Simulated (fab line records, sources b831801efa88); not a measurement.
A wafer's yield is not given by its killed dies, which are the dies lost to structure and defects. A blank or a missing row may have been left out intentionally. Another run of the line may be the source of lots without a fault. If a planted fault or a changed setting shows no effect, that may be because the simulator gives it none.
One fault seen from 2 desks + flow sky130 + every desk sees just its own numbers, and what lay behind them comes last

METROLOGY DESK
What the gauges read, lot by lot, whatever tool the lot ran on: means of the sampled wafers that have a number. If a lot's mean is further than 4 standard deviations from the usual mean, the lot is out of limits and carries the mark OUT (the distance appears in the brackets).
Columns: A = METAL2_ALCU_THK at SKY_METAL2_THK_MEAS_06, usual 251.4 nm
| lot  | first seen here | A     |
|------|-----------------|-------|
| L272 | day 34 18:41    | 251.5 |
| L273 | day 35 02:19    | 253.1 |
| L274 | day 35 12:47    | 249.4 |
| L281 | day 37 17:58    | 253.9 |
| L285 | day 38 19:25    | 251.9 |
| L286 | day 39 01:45    | 254.5 |
| L288 | day 39 16:00    | 251.5 |
| L291 | day 40 13:56    | 249.7 |
| L293 | day 41 03:59    | 251.7 |
| L292 | day 41 09:17    | 250.2 |
| L294 | day 41 10:52    | 253.2 |
| L290 | day 41 12:38    | 251.2 |
| L295 | day 41 17:57    | 252.1 |
Result from this desk: across the 13 lots, nothing is out of limits.

AT THE TOOL OWNER'S DESK: pvd_sputter-04
The tool's own readings at SKY_METAL2_SPUTTER_04 (material TiN, target thk 70 nm, time 58.3 s): means of the sampled wafers that have a number, for each lot that ran on this tool. If a lot's mean is further than 4 standard deviations from the usual mean, the lot is out of limits and carries the mark OUT (the distance appears in the brackets).
Columns: A = throttle_valve_pct at SKY_METAL2_SPUTTER_04, usual 29.8 %
| lot  | first seen here | A    |
|------|-----------------|------|
| L273 | day 35 02:08    | 30.3 |
| L274 | day 35 12:37    | 30.2 |
| L281 | day 37 17:47    | 30.7 |
| L290 | day 40 06:23    | 30.2 |
Result from this desk: across the 4 lots, nothing is out of limits.

BROUGHT TOGETHER
At the metrology desk, nothing out of limits was observed.
Nothing out of limits was seen by the tool owner's desk.

WHAT THE SIMULATOR HAD INSERTED
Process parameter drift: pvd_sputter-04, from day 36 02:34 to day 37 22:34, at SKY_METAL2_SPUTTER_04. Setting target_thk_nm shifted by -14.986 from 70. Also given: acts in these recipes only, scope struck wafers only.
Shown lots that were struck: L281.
